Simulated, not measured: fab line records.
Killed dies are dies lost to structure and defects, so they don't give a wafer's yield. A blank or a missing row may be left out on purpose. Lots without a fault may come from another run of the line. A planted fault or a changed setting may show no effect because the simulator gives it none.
Problem report in the 8D (eight disciplines) form, filled by code | flow sfqLine | the parts of the form that need people (team, actions taken, sign-off) are left out

1. PROBLEM STATEMENT
Wafers free of any fault read -1 nm (standard deviation 5.6) for I1_OVL at SFQ_I1_OVL_MEAS_913, against a mean of 167 nm on 12 wafers of 4 lots. That puts it +30 standard deviations away from the usual mean.
Seen first at day 31 05:28 on overlay-01, wafer L145.3. Wafers with a number at this step in the record: 48, from 16 lots. By rule, "out" or "out of limits" means more than 4 standard deviations away from the usual mean. All remaining wafers that have a number are taken as sound.

2. WHAT IT IS, AND WHAT IT ISN'T
question                    | is                     | is not
which readings at this step | I1_OVL                 | -
which lots                  | L145, L146, L147, L153 | L132, L133, L134, L135, L136, L138, L139, L140, L142, L143, L144, L148
which wafers of those lots  | all that have a number | -
read on which gauges        | overlay-01, overlay-02 | -
when                        | from day 31 05:28      | up to then (33 sound wafers); but 3 sound wafers of L148 came after

3. THE SUSPECTS, EACH WITH WHAT RULES IT OUT
Counting: a tool at any process step up to the reading remains a suspect when it ran all the lots that are out and ran no sound lot after the first of those.
- the gauge at SFQ_I1_OVL_MEAS_913: ruled out. 2 gauges (overlay-01, overlay-02) read the wafers that are out.
- krfScanner-01 at SFQ_TRILAYER_I1_VIA_LITHO_EXPOSE_050 (exposes mask I1, target cd 500 nm): kept. All lots that are out passed through it, beginning with L145 at day 31 04:21, and no sound lot followed; its final sound lot before that point was L144 at day 30 20:45.
The count leaves krfScanner-01 at SFQ_TRILAYER_I1_VIA_LITHO_EXPOSE_050.

4. THE CAUSE (what the simulator had put in)
Scanner matching overlay: krfScanner-01, from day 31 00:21 on, at SFQ_TRILAYER_I1_VIA_LITHO_EXPOSE_050. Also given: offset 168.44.
Counting left only this tool.

5. THE EFFECT CHAIN, in route order
Each row: a reading where the mean over the struck wafers with a number is more than 3 standard deviations away from the usual. Scope: only readings with a usual standard deviation given in the record; hours: median across lots of the time from each lot's start at the first step in this table that gives one to its start at this step; sigmas: change in usual standard deviations.
hours | step                | reading | usual | on struck wafers | change | sigmas
0     | SFQ_I1_OVL_MEAS_913 | I1_OVL  | -1 nm | 167              | +168   | +30

6. WHAT WOULD HAVE CAUGHT IT SOONER
The first out-of-limits reading at a measuring or inspecting step in this record came at day 31 05:28, 5 hours after the fault's start at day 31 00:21.
No tool reading at SFQ_TRILAYER_I1_VIA_LITHO_EXPOSE_050 that has a usual standard deviation in the record was out on any struck wafer, so an alarm limit of 4 standard deviations on those readings would not have fired.
L146, L147, L153, from the lots that are out (4), started SFQ_TRILAYER_I1_VIA_LITHO_EXPOSE_050 on krfScanner-01 later than day 31 05:28. A hold on the tool at that time would have spared those 3.
